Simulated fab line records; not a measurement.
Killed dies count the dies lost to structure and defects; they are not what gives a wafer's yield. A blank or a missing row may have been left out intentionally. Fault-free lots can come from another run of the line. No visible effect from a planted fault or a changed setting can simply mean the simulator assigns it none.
fab line records -- flow sky130
record: lots: 14, wafers: 42, lastDay: 50
route steps=708 shown SONOS_ONO@168
lots that met no fault: taken from a fault-free run of the same line
startH: hours from the record's first day to the start of the lot's first wafer shown -- waitH: time in hours since the lot's previous step -- " as in the row above -- L1.1+2: a row that stands for several wafers -- - either no value or no given start -- * or withheld: withheld -- < > ~ a bound
route shown NAME@n: a module of which the file shows steps, and the number in the route of the first -- usual: mean/standard deviation of fault-free wafers -- same: alike in all rows -- chamber/n: place in a boat -- sites: the reading at each site -- _std_site: the values' standard deviation -- _edge_site: the outer-site mean with the inner-site mean subtracted -- radiusMm: for every site, how far away it sits from the centre of the wafer -- mask NAME#n: copy n -- behind: the tool/chamber that last shaped the wafer -- hold: why the lot went on hold/how many hours it stayed there/how the hold came to an end -- device: the n, p or np transistor that did not switch -- end of line: tests of these same wafers at the route's end -- a step without rows: its recipe alone -- killed: the dies lost at the first sort to structure and to defects; this is not the yield of the wafer -- map: per-die view of a wafer (x killed, . not killed, _ where there is no die)
set.NAME: setting as actually run; set.NAME@STEP: the setting as run at that earlier step -- model.NAME: the simulator's own value behind a step, which no gauge read
the route's steps for a sample of lots (tables are steps, rows are wafers)
services: a tool's chamber out of use, with start hour (startH, from the record's first day; less than 0 if before it), hours out, and reason
== steps ==
step: SKY_SONOS_ONO_OXIDATION_00
recipe: tempC: 800, ambient: O2, idleTempC: 700, rampUpCPerMin: 10, rampDownCPerMin: 3, stabiliseS: 600, purgeS: 300, targetThkA: 26, oxTimeS: 1249
usual: rampUpCPerMin: 10.0000/0.002, spikeTcBottomC: 819/4.3, spikeTcCentreC: 801.4/1, spikeTcLowerC: 800.4/1.7, spikeTcTopC: 814.9/1.6, spikeTcUpperC: 800.2/0.99, tubeCenterTempC: 800/0.077, tube_center_temp_C_max: 802.1/0.38, zonePowerUpperPct: 13.9/0.35
same: oxTimeS: 1249
lot.wafer,tool,chamber,startH,waitH,rampUpCPerMin,spikeTcBottomC,spikeTcCentreC,spikeTcLowerC,spikeTcTopC,spikeTcUpperC,tubeCenterTempC,tube_center_temp_C_max,zonePowerUpperPct
L273.1,furnace-01,0,244.79,0.0,9.9981,825,801.8,799.4,813.8,801.5,799.96,801.9,13.4
L273.2,furnace-01,0,244.79,0.0,10.000,824,802.9,800.3,812.3,799.8,800.09,802.3,13.5
L273.6,furnace-01,0,244.79,0.0,10.001,823,802.2,799.3,814.2,800.1,799.82,802.3,13.6
L277.1,furnace-02,0,276.24,2.6,9.9997,820,806.7,805.4,820.7,806.1,805.09,807.6,14.4
L277.5,furnace-02,0,276.24,2.6,10.001,820,806.5,805.4,820.6,804.8,805.02,806.7,14.5
L277.6,furnace-02,0,276.24,2.6,10.002,821,807.2,807.6,821.0,804.7,805.03,806.8,14.3
L278.2,furnace-02,0,286.08,1.2,9.9976,820,807.4,807.9,821.2,806.3,804.98,806.8,14.3
L278.4,furnace-02,0,286.08,1.2,10.004,822,803.3,806.2,820.5,806.1,805.14,807.4,14.4
L278.6,furnace-02,0,286.08,1.2,9.9997,823,805.1,806.5,823.6,804.2,805.07,806.7,14.2
L280.4,furnace-02,0,297.51,1.8,10.001,821,804.8,806.6,820.0,803.8,805.08,809.1,14.7
L280.5,furnace-02,0,297.51,1.8,10.003,822,806.2,805.2,820.6,805.2,804.94,807.3,14.3
L280.6,furnace-02,0,297.51,1.8,9.9986,821,807.5,804.9,822.4,803.8,804.88,807.3,14.4
L283.1,furnace-01,0,322.90,0.0,10.004,824,801.1,799.7,814.0,800.3,800.08,802.4,13.5
L283.2,furnace-01,0,322.90,0.0,10.000,825,800.8,798.7,813.3,800.1,799.99,802.1,13.7
L283.5,furnace-01,0,322.90,0.0,9.9998,825,802.2,798.0,814.3,801.2,799.97,801.8,13.5
L287.2,furnace-02,0,355.22,1.8,10.002,816,799.1,802.1,816.3,803.0,800.07,802.5,14.3
L287.3,furnace-02,0,355.22,1.8,9.9996,815,801.4,802.0,814.9,799.8,799.89,801.5,14.3
L287.6,furnace-02,0,355.22,1.8,10.000,816,801.2,802.8,817.5,800.9,799.99,802.1,14.1
L288.1,furnace-01,0,367.72,0.4,9.9977,824,802.2,797.8,813.5,799.5,799.96,801.9,13.3
L288.3,furnace-01,0,367.72,0.4,9.9988,824,800.7,799.1,811.9,799.9,800.2,802.0,13.5
L288.5,furnace-01,0,367.72,0.4,9.9989,823,801.4,797.1,813.5,799.9,800.07,802.3,13.6
L289.2,furnace-01,0,377.72,2.1,10.000,825,801.7,797.9,813.5,801.3,799.99,802.2,13.4
L289.3,furnace-01,0,377.72,2.1,9.9983,825,802.6,796.8,812.7,802.0,799.95,802.1,13.8
L289.5,furnace-01,0,377.72,2.1,9.9986,822,800.9,799.2,813.0,798.9,799.99,801.9,13.8
L290.1,furnace-02,0,391.81,1.8,9.9983,816,801.3,802.9,816.5,801.1,800.05,802.7,14.2
L290.3,furnace-02,0,391.81,1.8,9.9977,817,801.9,802.0,817.2,800.7,800.06,802.0,14.2
L290.4,furnace-02,0,391.81,1.8,10.004,816,801.6,801.4,817.0,799.1,800.09,802.3,14.0
L291.2,furnace-02,0,391.81,0.9,10.001,817,801.4,800.8,817.7,800.1,800.02,801.9,14.4
L291.3,furnace-02,0,391.81,0.9,10.001,814,801.4,799.3,816.1,799.8,800.05,801.9,14.3
L291.5,furnace-02,0,391.81,0.9,10.002,817,801.7,801.0,815.9,798.7,800.05,802.4,14.2
L292.1,furnace-01,0,394.44,1.7,9.9983,824,799.6,798.3,813.4,799.4,800.09,802.2,13.5
L292.2,furnace-01,0,394.44,1.7,10.000,824,802.4,799.4,811.9,799.5,799.94,801.3,13.9
L292.4,furnace-01,0,394.44,1.7,9.9993,823,801.7,798.8,811.6,800.5,800.1,802.1,13.4
L293.1,furnace-02,0,409.56,1.1,9.9997,817,801.9,803.1,814.6,800.8,800.09,802.6,14.3
L293.2,furnace-02,0,409.56,1.1,10.001,818,800.7,802.9,818.2,801.1,800.11,803.0,14.3
L293.6,furnace-02,0,409.56,1.1,10.000,816,801.3,801.7,816.7,799.8,799.87,802.2,14.4
L294.3,furnace-02,0,419.14,0.3,9.9997,816,800.5,801.5,816.9,800.0,800.06,801.8,14.4
L294.4,furnace-02,0,419.14,0.3,10.004,813,799.7,802.9,815.4,800.0,799.98,802.1,14.3
L294.6,furnace-02,0,419.14,0.3,9.9983,816,799.8,801.9,815.4,800.5,799.94,801.6,14.2
L295.2,furnace-02,0,423.53,0.0,10.001,816,798.9,801.6,816.8,799.6,799.85,802.0,14.3
L295.4,furnace-02,0,423.53,0.0,10.003,817,803.4,801.5,814.8,800.9,800.07,802.0,14.1
L295.5,furnace-02,0,423.53,0.0,10.001,814,801.9,800.9,815.3,799.9,800.21,802.2,14.3
step: SKY_SONOS_ONO_THK_MEAS_01
recipe: reads: SiO2_of_SONOS_ONO_OXIDATION_00
usual: SONOS_ONO_OXIDATION_THK: 2.62/0.052
lot.wafer,tool,chamber,startH,waitH,hold,SONOS_ONO_OXIDATION_THK[nm]
L273.1,filmMetro-04,-,246.14,0.0,-,2.58
L273.2,filmMetro-04,-,246.14,0.0,-,2.64
L273.6,filmMetro-04,-,246.14,0.0,-,2.64
L277.1,filmMetro-04,-,277.59,0.0,awaitDispo/0.2h/release,2.87
L277.5,filmMetro-04,-,277.59,0.0,awaitDispo/0.2h/release,2.82
L277.6,filmMetro-04,-,277.59,0.0,awaitDispo/0.2h/release,2.79
L277.1,filmMetro-04,-,277.82,0.2,-,2.89
L277.5,filmMetro-04,-,277.82,0.2,-,2.85
L277.6,filmMetro-04,-,277.82,0.2,-,2.74
L278.2,filmMetro-04,-,287.43,0.0,awaitDispo/0.2h/release,2.84
L278.4,filmMetro-04,-,287.43,0.0,awaitDispo/0.2h/release,2.91
L278.6,filmMetro-04,-,287.43,0.0,awaitDispo/0.2h/release,2.82
L278.2,filmMetro-04,-,287.66,0.2,-,2.77
L278.4,filmMetro-04,-,287.66,0.2,-,2.88
L278.6,filmMetro-04,-,287.66,0.2,-,2.80
L280.4,filmMetro-04,-,298.89,0.0,awaitDispo/0.2h/release,2.94
L280.5,filmMetro-04,-,298.89,0.0,awaitDispo/0.2h/release,2.84
L280.6,filmMetro-04,-,298.89,0.0,awaitDispo/0.2h/release,2.93
L280.4,filmMetro-04,-,299.12,0.2,-,2.88
L280.5,filmMetro-04,-,299.12,0.2,-,2.86
L280.6,filmMetro-04,-,299.12,0.2,-,2.88
L283.1,filmMetro-04,-,324.25,0.0,-,2.65
L283.2,filmMetro-04,-,324.25,0.0,-,2.58
L283.5,filmMetro-04,-,324.25,0.0,-,2.61
L287.2,filmMetro-02,-,356.58,0.0,-,2.60
L287.3,filmMetro-02,-,356.58,0.0,-,2.65
L287.6,filmMetro-02,-,356.58,0.0,-,2.69
L288.1,filmMetro-03,-,369.06,0.0,-,2.65
L288.3,filmMetro-03,-,369.06,0.0,-,2.57
L288.5,filmMetro-03,-,369.06,0.0,-,2.57
L289.2,filmMetro-02,-,379.08,0.0,-,2.63
L289.3,filmMetro-02,-,379.08,0.0,-,2.61
L289.5,filmMetro-02,-,379.08,0.0,-,2.72
L290.1,filmMetro-02,-,393.15,0.0,-,2.69
L290.3,filmMetro-02,-,393.15,0.0,-,2.71
L290.4,filmMetro-02,-,393.15,0.0,-,2.68
L291.2,filmMetro-03,-,393.20,0.0,-,2.57
L291.3,filmMetro-03,-,393.20,0.0,-,2.66
L291.5,filmMetro-03,-,393.20,0.0,-,2.64
L292.1,filmMetro-04,-,395.79,0.0,-,2.54
L292.2,filmMetro-04,-,395.79,0.0,-,2.68
L292.4,filmMetro-04,-,395.79,0.0,-,2.59
L293.1,filmMetro-02,-,410.91,0.0,-,2.65
L293.2,filmMetro-02,-,410.91,0.0,-,2.64
L293.6,filmMetro-02,-,410.91,0.0,-,2.66
L294.3,filmMetro-04,-,420.51,0.0,-,2.69
L294.4,filmMetro-04,-,420.51,0.0,-,2.62
L294.6,filmMetro-04,-,420.51,0.0,-,2.68
L295.2,filmMetro-02,-,424.89,0.0,-,2.53
L295.4,filmMetro-02,-,424.89,0.0,-,2.62
L295.5,filmMetro-02,-,424.89,0.0,-,2.55
== services ==
tool,chamber,startH,hours,kind
furnace-01,-,225.08,2.8,pm
furnace-01,-,258.44,8.7,repair
furnace-01,-,287.34,4.5,pm
furnace-02,-,347.77,3.2,pm
furnace-02,-,378.14,3.4,pm
== key ==
firstSign: step: SKY_SONOS_ONO_OXIDATION_00, reading: tubeCenterTempC, direction: up, sigmas: 63, usual: *, struck: *
effect: step: SKY_SONOS_ONO_OXIDATION_00, reading: tube_center_temp_C_max, direction: up, sigmas: 14, usual: *, struck: *
effect: step: SKY_SONOS_ONO_THK_MEAS_01, reading: visit, direction: added
metAt SKY_SONOS_ONO_OXIDATION_00
struckLots L277,L278,L280
testerLeftOut L277,L278,L280
fault: kind: processParameterDrift, tool: furnace-02, chamber: -, onsetH: 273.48, steps: SKY_SONOS_ONO_OXIDATION_00, channel: tempC, offset: *, shape: step, endH: 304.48, actsIn: *, stated: *
testerLeftOut: of these lots the tester's yield and bins aren't shown, on N5 and GAA mostly nor the transistor test; their killed dies are dies lost to structure and defects alone, not to doping, threshold or leakage, so they don't give the yield
